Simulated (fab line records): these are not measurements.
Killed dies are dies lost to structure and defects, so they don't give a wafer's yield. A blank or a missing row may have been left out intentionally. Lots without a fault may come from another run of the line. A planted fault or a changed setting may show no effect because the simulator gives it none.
What tool caused it? + flow gf180mcu + 15 lots with 41 wafers sampled at 4 steps, on a route of 602 steps

WHAT THE GAUGES SHOWED, per wafer
GF_STI_CD_MEAS_12: the cd target is 220 nm.
| lot  | measured    | on        | cd-nm (nm)        |
|------|-------------|-----------|-------------------|
| L548 | day 2 01:23 | cd-sem-02 | 219.5 218.5 219.5 |
| L549 | day 2 06:38 | cd-sem-01 | 220.2 218.8 220.2 |
| L550 | day 2 12:15 | cd-sem-01 | 220.0 219.5 220.1 |
| L551 | day 2 18:03 | cd-sem-01 | 218.9 220.2 220.3 |
| L552 | day 2 22:26 | cd-sem-02 | 218.4 218.7 220.3 |
| L553 | day 3 03:25 | cd-sem-02 | 221.7 219.9 219.3 |
| L554 | day 3 08:47 | cd-sem-02 | 221.4 221.4 220.7 |
| L555 | day 3 13:07 | cd-sem-01 | 218.8 221.0 218.7 |
| L556 | day 3 19:30 | cd-sem-01 | 220.9 219.5 220.6 |
| L559 | day 4 10:15 | cd-sem-02 | 218.7 219.3 219.0 |
| L562 | day 5 01:34 | cd-sem-02 | 221.7 223.4       |
| L563 | day 5 06:50 | cd-sem-02 | 220.3 220.5       |
| L564 | day 5 13:19 | cd-sem-02 | 218.8             |
| L566 | day 5 22:38 | cd-sem-02 | 219.0 219.9 219.2 |
| L568 | day 6 10:03 | cd-sem-01 | 217.5 218.2 217.8 |

GF_HV_LDD_RS_MEAS_53: the measuring method here is four-point-probe.
| lot  | measured     | on            | HV_LDD_RS (ohm/sq) |
|------|--------------|---------------|--------------------|
| L548 | day 12 12:38 | film-metro-04 | 418.6 418.6 419.1  |
| L549 | day 12 18:04 | film-metro-01 | 417.2 415.3 417.1  |
| L550 | day 13 02:59 | film-metro-04 | 419.1 418.8 419.8  |
| L551 | day 13 14:11 | film-metro-04 | 418.4 417.5 419.2  |
| L552 | day 13 19:20 | film-metro-01 | 416.9 418.4 417.0  |
| L553 | day 14 07:08 | film-metro-01 | 419.5 417.8 420.0  |
| L554 | day 14 14:37 | film-metro-03 | 418.9 418.6 419.2  |
| L555 | day 14 21:25 | film-metro-04 | 419.0 419.0 418.8  |
| L556 | day 15 03:39 | film-metro-04 | 418.8 418.2 418.5  |
| L559 | day 16 02:20 | film-metro-03 | 420.1 419.4 418.7  |
| L562 | day 17 02:49 | film-metro-03 | 422.5 418.8        |
| L563 | day 17 13:17 | film-metro-03 | 421.5 418.2        |
| L564 | day 17 16:50 | film-metro-01 | 422.6 422.7        |
| L566 | day 18 11:59 | film-metro-03 | 418.3 419.5 418.4  |
| L568 | day 19 01:05 | film-metro-04 | 417.9 417.7 417.6  |

GF_NSD_CD_MEAS_07: the cd target is 400 nm.
| lot  | measured     | on        | cd-nm (nm)        |
|------|--------------|-----------|-------------------|
| L548 | day 13 10:50 | cd-sem-01 | 398.7 400.1 399.9 |
| L549 | day 13 16:39 | cd-sem-01 | 398.3 400.5 400.0 |
| L550 | day 14 02:06 | cd-sem-01 | 397.7 398.7 399.7 |
| L551 | day 14 13:36 | cd-sem-02 | 403.4 405.7 401.7 |
| L552 | day 14 18:33 | cd-sem-01 | 402.1 402.0 401.1 |
| L553 | day 15 06:29 | cd-sem-02 | 400.2 399.7 400.0 |
| L554 | day 15 16:07 | cd-sem-02 | 398.3 396.2 399.9 |
| L555 | day 15 22:21 | cd-sem-02 | 397.4 397.9 399.7 |
| L556 | day 16 04:13 | cd-sem-02 | 395.3 398.1 396.8 |
| L559 | day 17 04:57 | cd-sem-01 | 400.2 402.3 400.7 |
| L562 | day 18 04:04 | cd-sem-02 | 402.1 402.5       |
| L563 | day 18 14:40 | cd-sem-01 | 399.8 401.9       |
| L564 | day 18 19:25 | cd-sem-01 | 401.6             |
| L566 | day 19 14:13 | cd-sem-01 | 401.2 399.7 402.0 |
| L568 | day 20 04:10 | cd-sem-01 | 402.5 404.5 403.2 |

WHICH TOOL RAN EACH LOT (tool, then ch and the chambers of the sampled wafers, then the start)
| lot  | GF_HV_LDD_IMPLANT_33            |
|------|---------------------------------|
| L548 | implanter-03 ch 0, day 11 15:48 |
| L549 | implanter-01 ch 0, day 11 21:33 |
| L550 | implanter-02 ch 0, day 12 06:26 |
| L551 | implanter-01 ch 0, day 12 17:20 |
| L552 | implanter-01 ch 0, day 12 22:18 |
| L553 | implanter-01 ch 0, day 13 09:23 |
| L554 | implanter-01 ch 0, day 13 16:45 |
| L555 | implanter-01 ch 0, day 13 23:43 |
| L556 | implanter-03 ch 0, day 14 04:55 |
| L559 | implanter-02 ch 0, day 15 03:33 |
| L562 | implanter-02 ch 0, day 16 02:42 |
| L563 | implanter-02 ch 0, day 16 12:53 |
| L564 | implanter-02 ch 0, day 16 17:42 |
| L566 | implanter-03 ch 0, day 17 11:54 |
| L568 | implanter-03 ch 0, day 17 23:45 |
- GF_HV_LDD_IMPLANT_33

AS READ BY THE TOOLS THEMSELVES (means over the sampled wafers that have a number; for cases with no such wafer, the mark the record gives instead)
GF_HV_LDD_IMPLANT_33.
| lot  | tool         | beam-on-s (s) | faraday-current-uA | tilt-deg (degrees) |
|------|--------------|---------------|--------------------|--------------------|
| L548 | implanter-03 | 9.88          | 42.9               | 29.995             |
| L549 | implanter-01 | 10.02         | 42.2               | 29.988             |
| L550 | implanter-02 | 9.75          | 43.3               | 29.991             |
| L551 | implanter-01 | 9.97          | 42.5               | 30.025             |
| L552 | implanter-01 | 10.16         | 41.7               | 29.988             |
| L553 | implanter-01 | 9.94          | 42.5               | 29.990             |
| L554 | implanter-01 | 9.92          | 42.6               | 29.990             |
| L555 | implanter-01 | 9.98          | 42.4               | 29.972             |
| L556 | implanter-03 | 9.97          | 42.4               | 30.016             |
| L559 | implanter-02 | 10.27         | 41.2               | 30.026             |
| L562 | implanter-02 | 9.18          | 46.5               | 29.984             |
| L563 | implanter-02 | 9.18          | 46.5               | 30.017             |
| L564 | implanter-02 | 8.21          | 51.3               | 29.997             |
| L566 | implanter-03 | 10.02         | 42.2               | 29.981             |
| L568 | implanter-03 | 10.20         | 41.5               | 30.006             |

THE ANSWER, worked out from the rows above alone
Rule: the usual values come from the lots themselves. The widest of any qualifying gaps counts: lots, ordered by their means at a reading, are off when they make up no more than a third of the lots, leave a main group of 4 or more, and stand apart from it by 3 or more times the standard deviation of that group's means. If all means in a main group match to the digits the tables above print for the reading, that group is not used. A lot without any number at a reading at which 4 lots or more have one is off too. Any other lot the step has rows for is counted as sound. The gauges are gone through in route order, then the tools' own readings, and for those a lot's mean is taken as printed above. At the first step where some lot is off, the reading lying furthest off is the one used; lots without a number count as furthest.
Off: L562, L563, L564, at GF_HV_LDD_IMPLANT_33 (faraday-current-uA). The main group has a mean of 42.3 with a standard deviation of 0.56.
A tool fits if, at that step or a process step before it, it ran every lot that is off, and no sound lot after the first of them. One candidate fits, namely implanter-02 at GF_HV_LDD_IMPLANT_33. Its last sound lot is L559 (day 15 03:33), its first lot that is off L562 (day 16 02:42): a fault that began between those two fits.
The tool's own readings at GF_HV_LDD_IMPLANT_33 bear it out: on the lots that are off they differ by more than 5 times the standard deviation of the sound lots' means. beam-on-s reads 8.86 s there against 10.01 s on the sound lots; faraday-current-uA reads 48.1 there against 42.3 on the sound lots.

WHAT WAS PUT IN BY THE SIMULATOR
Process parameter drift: implanter-02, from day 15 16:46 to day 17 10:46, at GF_HV_LDD_IMPLANT_33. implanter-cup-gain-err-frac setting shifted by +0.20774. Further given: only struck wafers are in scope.
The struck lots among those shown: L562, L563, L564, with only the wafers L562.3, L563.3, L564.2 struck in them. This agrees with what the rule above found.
